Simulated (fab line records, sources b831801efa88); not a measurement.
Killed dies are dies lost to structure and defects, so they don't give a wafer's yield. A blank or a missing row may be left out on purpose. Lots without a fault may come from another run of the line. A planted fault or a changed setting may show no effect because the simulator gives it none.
fab line records | flow gf180mcu
record lots=7 wafers=21 last_day=34
route steps=602 shown M3@410
lots that met no fault: from a run of the same line without faults
start_h: hours from the record's first day to the start of the lot's first wafer shown | wait_h: hours since the lot's step before | " the same as in the row above | L1.1+2: a row that stands for several wafers | - no value, or no start given | * or withheld: withheld | < > ~ a bound
route shown NAME@n: a module of which the file shows steps, and the number in the route of the first | usual: mean/standard deviation of fault-free wafers | same: alike in all rows | chamber/n: place in a boat | sites: the reading at each site | _std_site: their standard deviation | _edge_site: outer sites' mean less inner sites' | radius_mm: how far each site lies from the wafer's centre | mask NAME#n: copy n | behind: the tool/chamber that last shaped the wafer | hold: why the lot was held/for how many hours/how that ended | device: the transistor (n, p or np) that didn't switch | end of line: the same wafers' tests at the end of the route | a step without rows: its recipe alone | killed: dies lost to structure and defects at the first sort, not the wafer's yield | map: a wafer's dies, x killed, . not, _ none there
set.NAME: the setting as run; set.NAME@STEP: as run at that earlier step | model.NAME: the simulator's own value behind a step, which no gauge read
lots at some steps of the route; a table a step, a row a wafer
services: from which hour (start_h, from the record's first day; less than 0 if before it) a tool's chamber was out of use, for how many hours, and why
## steps
# step GF_M3_SPUTTER_01
# recipe material=TiN target_thk_nm=30 power_w=6500 time_s=25 chamber_pressure_pa=0.4
# usual throttle_valve_pct=30.3/1.2
# columns lot.wafer tool chamber start_h wait_h throttle_valve_pct
L800.2 pvd_sputter-04 - 460.46 0.1 31.0
L800.5 " - " " 30.3
L800.6 " - " " 31.5
L801.2 pvd_sputter-03 - 475.32 0.1 30.2
L801.5 " - " " 32.7
L801.6 " - " " 30.6
L810.2 pvd_sputter-01 - 554.23 0.1 30.4
L810.3 " - " " 28.5
L810.4 " - " " 29.4
L818.3 pvd_sputter-03 - 618.55 0.1 32.6
L818.4 " - " " 29.4
L818.6 " - " " 32.6
L820.1 pvd_sputter-04 - 629.72 0.1 30.3
L820.2 " - " " 31.2
L820.3 " - " " 29.0
L819.1 pvd_sputter-03 - 631.41 0.1 30.4
L819.2 " - " " 32.8
L819.3 " - " " 30.2
L821.2 pvd_sputter-03 - 641.88 0.1 30.4
L821.3 " - " " 29.1
L821.6 " - " " 29.3
# step GF_M3_SPUTTER_02
# recipe material=AlCu target_thk_nm=450 power_w=10600 time_s=23.9 chamber_pressure_pa=0.4
# usual throttle_valve_pct=30.3/1.2
# columns lot.wafer tool chamber start_h wait_h throttle_valve_pct
L800.2 pvd_sputter-04 - 460.49 0.0 31.2
L800.5 " - " " 30.7
L800.6 " - " " 31.1
L801.2 pvd_sputter-03 - 475.35 0.0 30.1
L801.5 " - " " 32.9
L801.6 " - " " 30.4
L810.2 pvd_sputter-01 - 554.26 0.0 30.5
L810.3 " - " " 28.3
L810.4 " - " " 29.4
L818.3 pvd_sputter-03 - 618.58 0.0 32.7
L818.4 " - " " 29.3
L818.6 " - " " 32.6
L820.1 pvd_sputter-04 - 629.75 0.0 30.3
L820.2 " - " " 31.1
L820.3 " - " " 29.0
L819.1 pvd_sputter-03 - 631.44 0.0 30.3
L819.2 " - " " 32.9
L819.3 " - " " 30.2
L821.2 pvd_sputter-03 - 641.91 0.0 30.6
L821.3 " - " " 28.9
L821.6 " - " " 29.3
# step GF_M3_SPUTTER_03
# recipe material=Ti target_thk_nm=10 substrate_temp_c=300 chamber_pressure_pa=0.3 power_w=3000 time_s=6.7
# usual throttle_valve_pct=30.3/1.2
# columns lot.wafer tool chamber start_h wait_h throttle_valve_pct
L800.2 pvd_sputter-04 - 460.52 0.0 31.3
L800.5 " - " " 30.4
L800.6 " - " " 31.3
L801.2 pvd_sputter-03 - 475.38 0.0 30.2
L801.5 " - " " 32.7
L801.6 " - " " 30.3
L810.2 pvd_sputter-01 - 554.29 0.0 30.1
L810.3 " - " " 28.4
L810.4 " - " " 29.3
L818.3 pvd_sputter-03 - 618.61 0.0 32.7
L818.4 " - " " 29.0
L818.6 " - " " 32.9
L820.1 pvd_sputter-04 - 629.78 0.0 30.7
L820.2 " - " " 30.9
L820.3 " - " " 28.6
L819.1 pvd_sputter-03 - 631.47 0.0 30.4
L819.2 " - " " 33.0
L819.3 " - " " 30.3
L821.2 pvd_sputter-03 - 641.94 0.0 30.6
L821.3 " - " " 29.1
L821.6 " - " " 29.3
# step GF_M3_SPUTTER_04
# recipe material=TiN target_thk_nm=50 power_w=6428 time_s=41.7 chamber_pressure_pa=0.4
# usual throttle_valve_pct=30.2/1.2
# columns lot.wafer tool chamber start_h wait_h throttle_valve_pct
L800.2 pvd_sputter-04 - 460.54 0.0 31.3
L800.5 " - " " 30.2
L800.6 " - " " 31.2
L801.2 pvd_sputter-03 - 475.40 0.0 30.2
L801.5 " - " " 32.7
L801.6 " - " " 30.4
L810.2 pvd_sputter-01 - 554.31 0.0 30.3
L810.3 " - " " 28.4
L810.4 " - " " 29.4
L818.3 pvd_sputter-03 - 618.63 0.0 32.7
L818.4 " - " " 29.2
L818.6 " - " " 32.8
L820.1 pvd_sputter-04 - 629.80 0.0 30.4
L820.2 " - " " 31.4
L820.3 " - " " 28.9
L819.1 pvd_sputter-03 - 631.49 0.0 30.7
L819.2 " - " " 32.8
L819.3 " - " " 30.2
L821.2 pvd_sputter-03 - 641.96 0.0 30.1
L821.3 " - " " 29.0
L821.6 " - " " 28.9
# step GF_M3_RS_MEAS_05
# recipe thk_meas_gauge=four-point-probe reads=TiN_of_M3_SPUTTER_04+Ti_of_M3_SPUTTER_03+AlCu_of_M3_SPUTTER_02+TiN_of_M3_SPUTTER_01+Ti_of_M3_SPUTTER_00
# usual M3_ALCU_RS=0.0695/0.0011
# columns lot.wafer tool chamber start_h wait_h M3_ALCU_RS[ohm/sq]
L800.2 film_metro-01 - 460.60 0.0 0.0679
L800.5 " - " " 0.0668
L800.6 " - " " 0.0682
L801.2 film_metro-01 - 475.46 0.0 0.0690
L801.5 " - " " 0.0705
L801.6 " - " " 0.0697
L810.2 film_metro-04 - 554.37 0.0 0.0693
L810.3 " - " " 0.0693
L810.4 " - " " 0.0697
L818.3 film_metro-01 - 618.71 0.1 0.0685
L818.4 " - " " 0.0696
L818.6 " - " " 0.0691
L820.1 film_metro-02 - 629.84 0.0 0.0672
L820.2 " - " " 0.0681
L820.3 " - " " 0.0681
L819.1 film_metro-04 - 631.53 0.0 0.0692
L819.2 " - " " 0.0702
L819.3 " - " " 0.0687
L821.2 film_metro-01 - 642.02 0.0 0.0686
L821.3 " - " " 0.0694
L821.6 " - " " 0.0694
# step GF_M3_THK_MEAS_06
# recipe thk_meas_gauge=xrf reads=AlCu_of_M3_SPUTTER_02
# usual M3_ALCU_THK=451/7.1
# columns lot.wafer tool chamber start_h wait_h M3_ALCU_THK[nm]
L800.2 film_metro-01 - 460.71 0.1 463
L800.5 " - " " 470
L800.6 " - " " 457
L801.2 film_metro-01 - 475.57 0.1 456
L801.5 " - " " 448
L801.6 " - " " 453
L810.2 film_metro-04 - 554.48 0.1 448
L810.3 " - " " 451
L810.4 " - " " 449
L818.3 film_metro-01 - 618.81 0.1 457
L818.4 " - " " 449
L818.6 " - " " 455
L820.1 film_metro-02 - 629.96 0.1 470
L820.2 " - " " 460
L820.3 " - " " 461
L819.1 film_metro-04 - 631.65 0.1 450
L819.2 " - " " 445
L819.3 " - " " 453
L821.2 film_metro-01 - 642.13 0.1 458
L821.3 " - " " 450
L821.6 " - " " 449
# step GF_M3_DEHYDRATE_07
# recipe temp_c=200 time_s=60
# step GF_M3_HMDS_08
# recipe prime_time_s=60 prime_temp_c=120
# step GF_M3_COAT_09
# recipe resist=KrF spin_rpm=withheld resist_thk_nm=1000
# step GF_M3_SOFTBAKE_10
# recipe temp_c=130 time_s=60 resist=KrF
# step GF_M3_EXPOSE_11
# recipe mask_id=Metal3 target_cd_nm=280 na=0.68 source_shape=conventional sigma_outer=0.6 dose_mj=28
# step GF_M3_PEB_12
# recipe peb_temp_c=135 peb_time_s=90 resist=KrF
# step GF_M3_DEVELOP_13
# recipe develop_time_s=60 dev_temp_c=21
# usual chill_plate_temp_C=23.02/0.11 develop_time_s=60/0 resist_line_temp_C=23.00/0.095
# columns lot.wafer tool chamber start_h wait_h chill_plate_temp_C develop_time_s resist_line_temp_C model.KrF_of_M3_COAT_09.thk_nm
L800.2 litho_track-04 0 484.18 0.2 22.91 60 23.03 987.5
L800.5 " 0 " " 22.98 60 23.04 989.5
L800.6 " 0 " " 23.00 60 23.02 986.8
L801.2 litho_track-01 0 498.48 0.2 22.98 60 23.04 988.9
L801.5 " 0 " " 23.01 60 22.88 989
L801.6 " 0 " " 23.08 60 23.02 989.2
L810.2 litho_track-02 0 575.75 0.2 22.98 60 23.19 983.1
L810.3 " 0 " " 23.08 60 23.06 981.2
L810.4 " 0 " " 22.95 60 23.02 984
L818.3 litho_track-04 - 638.76 0.1 - - - 997.4
L818.4 " - " " - - - 995.4
L818.6 " - " " - - - 1003
L820.1 litho_track-02 - 649.42 0.2 - - - 1004
L820.2 " - " " - - - 1002
L820.3 " - " " - - - 1007
L819.1 litho_track-01 - 651.55 0.2 - - - 1002
L819.2 " - " " - - - 1001
L819.3 " - " " - - - 1001
L821.2 litho_track-01 0 661.63 0.2 23.02 60 22.91 987.4
L821.3 " 0 " " 22.96 60 23.21 988.5
L821.6 " 0 " " 23.02 60 23.04 990
# step GF_M3_CD_MEAS_14
# recipe target_cd_nm=280
# usual cd_nm=279.6/1.2
# columns lot.wafer tool chamber start_h wait_h cd_nm
L800.2 cd_sem-01 - 484.33 0.1 279.1
L800.5 " - " " 279.1
L800.6 " - " " 278.5
L801.2 cd_sem-01 - 498.62 0.1 278.3
L801.5 " - " " 278.4
L801.6 " - " " 277.5
L810.2 cd_sem-02 - 575.89 0.1 280.3
L810.3 " - " " 280.2
L810.4 " - " " 278.7
L818.3 cd_sem-01 - 638.90 0.1 -
L818.4 " - " " -
L818.6 " - " " -
L820.1 cd_sem-01 - 649.62 0.2 -
L820.2 " - " " -
L820.3 " - " " -
L819.1 cd_sem-01 - 651.70 0.1 -
L819.2 " - " " -
L819.3 " - " " -
L821.2 cd_sem-01 - 661.77 0.1 280.7
L821.3 " - " " 282.0
L821.6 " - " " 281.4
## services
# columns tool chamber start_h hours kind
pvd_sputter-03 - 444.15 9.1 repair
pvd_sputter-04 - 452.22 3.9 repair
pvd_sputter-01 0 454.57 - consumable_replace:kit
pvd_sputter-01 0 454.57 18.0 scheduled_down
pvd_sputter-01 0 454.57 18.0 vent_cycle
pvd_sputter-01 - 552.55 1.5 repair
pvd_sputter-04 2 598.49 - consumable_replace:kit
pvd_sputter-04 2 598.49 18.0 scheduled_down
pvd_sputter-04 2 598.49 18.0 vent_cycle
pvd_sputter-01 - 607.61 1.4 repair
pvd_sputter-04 - 609.45 2.5 repair
pvd_sputter-03 2 610.00 - consumable_replace:kit
pvd_sputter-03 2 610.00 18.0 scheduled_down
pvd_sputter-03 2 610.00 18.0 vent_cycle
pvd_sputter-03 - 632.72 5.4 repair
pvd_sputter-01 3 644.09 - consumable_replace:kit
pvd_sputter-01 3 644.09 18.0 scheduled_down
pvd_sputter-01 3 644.09 18.0 vent_cycle
## key
first_sign step=GF_M3_DEVELOP_13 reading=tool_record direction=missing
effect none on later readings
model_effect step=GF_M3_DEVELOP_13 value=KrF_of_M3_COAT_09.thk_nm without=986.5 struck=1001
met_at GF_M3_DEVELOP_13
struck_wafers L818.3,L818.4,L818.6,L819.1,L819.2,L819.3,L820.1,L820.2,L820.3
later_rows_left_out L818.3,L818.4,L818.6,L819.1,L819.2,L819.3,L820.1,L820.2,L820.3
sort_left_out L818.3,L818.4,L818.6,L819.1,L819.2,L819.3,L820.1,L820.2,L820.3
onset_between 575.75 638.76
fault kind=skipped_step_whole tool=litho_track-01,litho_track-02,litho_track-04 chamber=- onset_h=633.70 steps=GF_M3_DEVELOP_13 scope=struck_lots_only
# sort_left_out: the simulated sort isn't trusted on such a fault, so these wafers' sort isn't shown, and their yield isn't known
# later_rows_left_out: the simulator's readings of these wafers behind a module that went badly wrong aren't trusted and aren't shown, but for the sort
